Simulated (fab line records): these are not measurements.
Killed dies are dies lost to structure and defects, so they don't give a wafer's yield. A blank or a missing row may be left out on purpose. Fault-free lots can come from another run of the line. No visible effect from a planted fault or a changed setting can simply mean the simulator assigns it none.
What tool caused it? | flow gf180mcu | 18 wafers from 6 lots sampled at 4 of the route's 602 steps

== WHAT THE GAUGES SHOWED, per wafer ==
GF_V5_CD_MEAS_14 targets a cd of 260 nm.
lot  | measured     | on        | cd nm (nm)
L949 | day 28 06:58 | cd sem-01 | 260.7 261.8 261.3
L952 | day 29 01:52 | cd sem-01 | 259.0 258.8 259.2
L956 | day 30 09:31 | cd sem-02 | 257.8 258.1 259.7
L958 | day 31 00:29 | cd sem-01 | 259.1 260.0 260.1
L960 | day 31 13:13 | cd sem-02 | 258.4 257.6 258.1
L963 | day 32 05:41 | cd sem-01 | 262.8 260.6 261.2

== EACH LOT AND THE TOOL THAT RAN IT (in order: tool; ch and the chambers of the sampled wafers; start) ==
lot  | GF_M5_ETCH_09                      | GF_V5_CMP_04                  | GF_V5_EXPOSE_11
L949 | rie diel-02 ch 0,1, day 27 08:47   | cmp-01 ch 0,1,3, day 27 09:50 | krf scanner-02 ch 0, day 27 20:59
L952 | rie diel-04 ch 0,1,2, day 28 04:31 | cmp-02 ch 0,1,3, day 28 05:34 | krf scanner-02 ch 0, day 28 16:23
L956 | rie diel-04 ch 1,2,3, day 29 13:20 | cmp-01 ch 0,1,2, day 29 14:25 | krf scanner-02 ch 0, day 30 00:31
L958 | rie diel-02 ch 0,1,2, day 30 04:35 | cmp-02 ch 0,2,3, day 30 05:38 | krf scanner-01 ch 0, day 30 15:20
L960 | rie diel-04 ch 0,1,3, day 30 17:47 | cmp-02 ch 2,3, day 30 19:02   | krf scanner-01 ch 0, day 31 04:44
L963 | rie diel-02 ch 0,3, day 31 10:34   | cmp-02 ch 1,3, day 31 11:40   | krf scanner-01 ch 0, day 31 21:10
- GF_M5_ETCH_09: etches Si3N4 in CF4/O2, target depth 52 nm, time 11.6 s.
- GF_V5_CMP_04: polishes SiO2.
- GF_V5_EXPOSE_11: exposes mask Via5, target cd 260 nm.

== THE ANSWER, worked out from the rows above alone ==
Rule: what is usual is taken from the lots themselves. Put in order of their means at a reading, lots are off if they are a third of the lots or fewer, leave a main group of 4 or more, and stand apart from it by a gap of 3 or more times the standard deviation of the main group's means; of several such gaps the widest counts. If all means in a main group match to the digits the tables above print for the reading, that group is not used. Also off: a lot with no number at a reading for which 4 or more lots have one. All remaining lots with rows at the step are treated as sound.
No lot is off at any reading shown: from this, nothing can be told.

== WHAT THE SIMULATOR HAD INSERTED ==
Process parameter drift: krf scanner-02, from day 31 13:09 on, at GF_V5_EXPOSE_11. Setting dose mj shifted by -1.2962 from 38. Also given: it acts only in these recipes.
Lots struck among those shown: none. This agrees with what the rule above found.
